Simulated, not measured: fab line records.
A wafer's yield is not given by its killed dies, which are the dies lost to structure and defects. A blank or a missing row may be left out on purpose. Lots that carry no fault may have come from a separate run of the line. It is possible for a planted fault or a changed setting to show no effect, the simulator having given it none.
A sampling plan put to the test -- flow gf180mcu -- one fab line, 17 faults that these records tell of, each judged on the records of the lots that it struck
What counts as the plan is the set of the line's own looks, namely the steps on the route at which a gauge or an inspection reads a wafer and does not change it. Where struck wafers have a number at a look and the file lists that look's usual mean and standard deviation on fault-free wafers, the look can be judged. Caught: the struck wafers' mean, at a look after the fault's first step, is 4 or more of those standard deviations (sigma) away from the usual mean. On the tool: here the same test is run on the tool's own readings at the fault's steps. Caught also covers a different recipe on the struck wafers, or a record left blank for those wafers only.

## THE FAULTS, as the simulator had put them in
1. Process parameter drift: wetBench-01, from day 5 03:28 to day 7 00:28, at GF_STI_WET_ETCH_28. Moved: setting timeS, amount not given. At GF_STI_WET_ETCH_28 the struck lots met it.
2. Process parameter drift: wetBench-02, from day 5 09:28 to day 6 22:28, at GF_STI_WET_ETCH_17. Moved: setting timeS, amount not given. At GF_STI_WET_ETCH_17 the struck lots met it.
3. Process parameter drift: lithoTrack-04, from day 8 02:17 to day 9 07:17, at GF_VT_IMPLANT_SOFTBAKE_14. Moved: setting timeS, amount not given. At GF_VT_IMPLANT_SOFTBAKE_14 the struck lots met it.
4. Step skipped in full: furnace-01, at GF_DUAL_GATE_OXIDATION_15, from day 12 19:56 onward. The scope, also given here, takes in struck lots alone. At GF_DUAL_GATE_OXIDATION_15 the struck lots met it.
5. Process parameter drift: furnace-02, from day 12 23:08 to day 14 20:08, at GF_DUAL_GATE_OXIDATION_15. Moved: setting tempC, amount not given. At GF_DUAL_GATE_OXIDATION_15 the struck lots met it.
6. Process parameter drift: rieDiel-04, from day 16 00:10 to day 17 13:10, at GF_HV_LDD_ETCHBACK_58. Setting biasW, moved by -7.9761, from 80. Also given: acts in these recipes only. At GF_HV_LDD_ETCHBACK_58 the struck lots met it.
7. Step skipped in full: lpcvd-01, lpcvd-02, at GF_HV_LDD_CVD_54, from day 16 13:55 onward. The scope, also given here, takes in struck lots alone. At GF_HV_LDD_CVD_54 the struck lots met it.
8. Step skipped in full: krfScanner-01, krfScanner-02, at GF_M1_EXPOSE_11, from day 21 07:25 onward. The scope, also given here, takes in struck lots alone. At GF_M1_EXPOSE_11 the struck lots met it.
9. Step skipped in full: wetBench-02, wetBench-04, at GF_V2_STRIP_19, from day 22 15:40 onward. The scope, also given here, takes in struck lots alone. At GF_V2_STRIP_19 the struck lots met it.
10. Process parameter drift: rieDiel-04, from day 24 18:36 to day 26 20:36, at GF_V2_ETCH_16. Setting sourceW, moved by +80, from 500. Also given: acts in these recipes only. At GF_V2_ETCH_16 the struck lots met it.
11. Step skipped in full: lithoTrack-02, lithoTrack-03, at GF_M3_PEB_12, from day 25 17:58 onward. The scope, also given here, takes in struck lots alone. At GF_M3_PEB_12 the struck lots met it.
12. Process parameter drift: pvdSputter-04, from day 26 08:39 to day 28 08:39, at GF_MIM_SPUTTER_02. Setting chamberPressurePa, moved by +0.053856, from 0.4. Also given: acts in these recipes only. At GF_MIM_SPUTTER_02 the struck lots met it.
13. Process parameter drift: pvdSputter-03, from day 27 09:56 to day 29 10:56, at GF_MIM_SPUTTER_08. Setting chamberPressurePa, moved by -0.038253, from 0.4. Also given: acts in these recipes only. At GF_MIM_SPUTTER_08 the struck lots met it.
14. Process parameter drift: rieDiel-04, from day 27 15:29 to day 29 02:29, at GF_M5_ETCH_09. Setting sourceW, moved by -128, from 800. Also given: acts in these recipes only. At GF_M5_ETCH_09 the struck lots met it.
15. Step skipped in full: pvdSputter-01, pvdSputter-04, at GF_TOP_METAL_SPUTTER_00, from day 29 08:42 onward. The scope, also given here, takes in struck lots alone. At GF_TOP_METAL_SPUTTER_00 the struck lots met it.
16. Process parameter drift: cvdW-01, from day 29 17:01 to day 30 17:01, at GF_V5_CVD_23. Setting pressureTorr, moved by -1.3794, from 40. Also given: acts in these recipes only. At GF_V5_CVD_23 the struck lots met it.
17. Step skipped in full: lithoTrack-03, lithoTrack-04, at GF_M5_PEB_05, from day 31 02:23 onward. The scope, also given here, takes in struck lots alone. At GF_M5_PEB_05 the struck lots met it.

## WHAT THE PLAN SAW
fault,on the tool itself,first look that catches it,"reading, sigma",median hours from its first step to that look,hours from the fault's start to the first struck lot there,judged looks passed uncaught
1,runLengthS -8.8 sigma,not the one look that can be judged after it,-,-,-,1
2,runLengthS +99 or beyond sigma,none of the 2 looks that can be judged after it,-,-,-,2
3,runLengthS +25 sigma,none of the 2 looks that can be judged after it,-,-,-,2
4,the tool's record is blank for the struck wafers,no look after it can be judged,-,-,-,0
5,tubeCenterTempC +56 sigma,not the one look that can be judged after it,-,-,-,1
6,biasW -33 sigma,no look after it can be judged,-,-,-,0
7,the tool's record is blank for the struck wafers,no look after it can be judged,-,-,-,0
8,no reading that can be judged,no look after it can be judged,-,-,-,0
9,the tool's record is blank for the struck wafers,not the one look that can be judged after it,-,-,-,1
10,rfFwdPowerW +44 sigma,no look after it can be judged,-,-,-,0
11,the tool's record is blank for the struck wafers,no look after it can be judged,-,-,-,0
12,chamberPressurePa +66 sigma,no look after it can be judged,-,-,-,0
13,chamberPressurePa -46 sigma,no look after it can be judged,-,-,-,0
14,rfFwdPowerW -30 sigma,no look after it can be judged,-,-,-,0
15,the tool's record is blank for the struck wafers,no look after it can be judged,-,-,-,0
16,chamberPressureTorr -16 sigma,no look after it can be judged,-,-,-,0
17,the tool's record is blank for the struck wafers,no look after it can be judged,-,-,-,0
A dash: the fault isn't caught, or these records don't give the number.

Caught at a look: 0 of 17. Caught on the tool: 16 of 17. By one or the other: 16 of 17.
On the tool alone, faults 1, 2, 3, 4, 5, 6, 7, 9, 10, 11, 12, 13, 14, 15, 16, 17 were caught.
Caught by neither: fault 8.
